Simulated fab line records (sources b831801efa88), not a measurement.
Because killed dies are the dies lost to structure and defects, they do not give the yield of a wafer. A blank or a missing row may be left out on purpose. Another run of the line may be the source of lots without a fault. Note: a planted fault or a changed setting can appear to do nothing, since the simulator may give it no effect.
Problem report, 8D (eight disciplines) form, completed by code | flow gf180mcu | the parts of the form that need people (team, actions taken, sign-off) are left out

1. WHAT WENT WRONG
Mean of dose_ions_cm2 at GF_HV_LDD_IMPLANT_35: 7.824e+12 across 6 wafers in 2 lots; on wafers with no fault it is 7.503e+12 (standard deviation 7.8e+09). That puts it +41 standard deviations away from the usual mean.
Seen first at day 18 11:13 on implanter-03, wafer L632.2. The record has a number at this step for 42 wafers belonging to 14 lots. By rule, "out" or "out of limits" means more than 4 standard deviations away from the usual mean. All remaining wafers that have a number are taken as sound.

2. WHAT IT IS, WHAT IT ISN'T
question                    | is                     | is not
which readings at this step | dose_ions_cm2          | -
which lots                  | L632, L633             | L613, L614, L615, L616, L617, L618, L620, L622, L623, L624, L627, L631
which wafers of those lots  | all that have a number | -
read on which tools         | implanter-03           | implanter-01, implanter-04
when                        | from day 18 11:13      | up to then (36 sound wafers)

3. THE SUSPECTS, EACH WITH WHAT RULES IT OUT
Counting: a tool stays on the suspect list if, at a process step up to the reading, it processed all lots that are out and no sound lot following the first of them.
- implanter-03 at GF_HV_LDD_IMPLANT_35: kept. Every lot that is out went through it, starting with L632 (day 18 11:13), and after that it ran no sound lot; the last sound lot it ran before then is L631 (day 18 05:33). On those wafers its own readings are out: dose_ions_cm2.
Left after counting: implanter-03 at GF_HV_LDD_IMPLANT_35.

4. THE CAUSE (what the simulator had put in)
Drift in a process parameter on implanter-03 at GF_HV_LDD_IMPLANT_35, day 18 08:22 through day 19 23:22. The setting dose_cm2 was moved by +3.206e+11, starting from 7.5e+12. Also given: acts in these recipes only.
The count eliminated every tool but this one.

5. THE EFFECT CHAIN, in route order
One row per reading whose mean, taken over the struck wafers that have a number, lies over 3 standard deviations from the usual. Scope: only readings with a usual standard deviation given in the record; hours: median across lots of the time from each lot's start at the first step in this table that gives one to its start at this step; sigmas: change in usual standard deviations.
hours | step                 | reading       | usual     | on struck wafers | change     | sigmas
0     | GF_HV_LDD_IMPLANT_35 | dose_ions_cm2 | 7.503e+12 | 7.824e+12        | +3.213e+11 | +41
It contains these process steps:
- GF_HV_LDD_IMPLANT_35
Later steps that measure or inspect, where all struck wafers having a row at the step show a number for every such reading and not one has moved that far: GF_V3_THK_MEAS_01.

6. WHAT WOULD HAVE CAUGHT IT SOONER
The fault began at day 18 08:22; the first out-of-limits reading in this record came at day 18 11:13, 3 hours later.
